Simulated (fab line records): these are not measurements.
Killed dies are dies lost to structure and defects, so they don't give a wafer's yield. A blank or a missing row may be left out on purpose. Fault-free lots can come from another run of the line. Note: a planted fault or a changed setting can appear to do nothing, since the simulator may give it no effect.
Matching of chambers + flow sky130 + SKY_FIELD_ISO_CMP_27 on cmp-02: 4 sister chambers
The step polishes, stops on Si3N4, t overpolish 16 s, target thk 457.8 nm. 16 wafers are shown with their chamber, then 7 later ones without.

## EACH WAFER AND ITS CHAMBER
| wafer  | chamber | motorCurrentA (A) | headPressurePsi (psi) | timeToEndpointS (s) |
|--------|---------|-------------------|-----------------------|---------------------|
| L651.1 | 0       | 12.3              | 4.004                 | 116                 |
| L651.2 | 2       | 12.8              | 4.010                 | 115                 |
| L651.5 | 1       | 13.2              | 4.002                 | 112                 |
| L655.1 | 1       | 13.7              | 3.989                 | 109                 |
| L655.3 | 3       | 12.9              | 4.010                 | 111                 |
| L655.4 | 0       | 11.5              | 3.990                 | 110                 |
| L656.2 | 2       | 12.9              | 4.004                 | 118                 |
| L656.4 | 3       | 12.2              | 3.998                 | 116                 |
| L656.5 | 2       | 12.4              | 3.996                 | 111                 |
| L657.2 | 0       | 12.3              | 3.993                 | 106                 |
| L657.4 | 2       | 13.6              | 4.014                 | 111                 |
| L657.5 | 1       | 13.5              | 3.978                 | 108                 |
| L658.1 | 0       | 12.6              | 3.985                 | 109                 |
| L658.3 | 2       | 13.1              | 4.014                 | 114                 |
| L658.6 | 3       | 12.9              | 3.988                 | 112                 |
| L660.3 | 3       | 12.1              | 3.991                 | 111                 |

SIGNATURES (averages over the wafers above)
| reading         | chamber 0 | chamber 1 | chamber 2 | chamber 3 | scatter within a chamber |
|-----------------|-----------|-----------|-----------|-----------|--------------------------|
| motorCurrentA   | 12.175    | 13.467    | 12.960    | 12.525    | 0.422                    |
| headPressurePsi | 3.99300   | 3.98967   | 4.00760   | 3.99675   | 0.00915                  |
| timeToEndpointS | 110.25    | 109.67    | 113.80    | 112.50    | 3.07                     |
Rule: a wafer's distance from a chamber is the root of the sum, over the readings, of the square of ((its reading less the chamber's mean) divided by the reading's scatter). The wafer belongs to the nearest chamber; if the next one is less than 2 further off, it can't be placed. The scatter: the root of (the sum of the squares of (reading less its chamber's mean) over the shown wafers, divided by (wafers less chambers)).

## WAFERS WITH NO CHAMBER GIVEN
| wafer  | motorCurrentA (A) | headPressurePsi (psi) | timeToEndpointS (s) |
|--------|-------------------|-----------------------|---------------------|
| L660.4 | 13.5              | 4.005                 | 111                 |
| L660.6 | 11.6              | 4.013                 | 106                 |
| L661.3 | 12.7              | 3.999                 | 114                 |
| L661.4 | 11.9              | 4.012                 | 111                 |
| L661.6 | 13.6              | 4.012                 | 111                 |
| L674.2 | 13.1              | 3.995                 | 112                 |
| L674.3 | 13.4              | 3.986                 | 109                 |

## WHICH CHAMBER EACH ONE RAN IN
| wafer  | from the rows above               | in truth |
|--------|-----------------------------------|----------|
| L660.4 | can't be placed: 2 or 1 or 3 or 0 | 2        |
| L660.6 | can't be placed: 0 or 3 or 2      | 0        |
| L661.3 | can't be placed: 3 or 2 or 0 or 1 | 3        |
| L661.4 | can't be placed: 0 or 3 or 2      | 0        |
| L661.6 | can't be placed: 2 or 1 or 3      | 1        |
| L674.2 | can't be placed: 1 or 3 or 2 or 0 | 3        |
| L674.3 | 1                                 | 1        |
Placed correctly: 1 of 7. Can't be placed from these rows: 6 (the true chamber is among the candidates in 6). Number placed wrongly: 0.
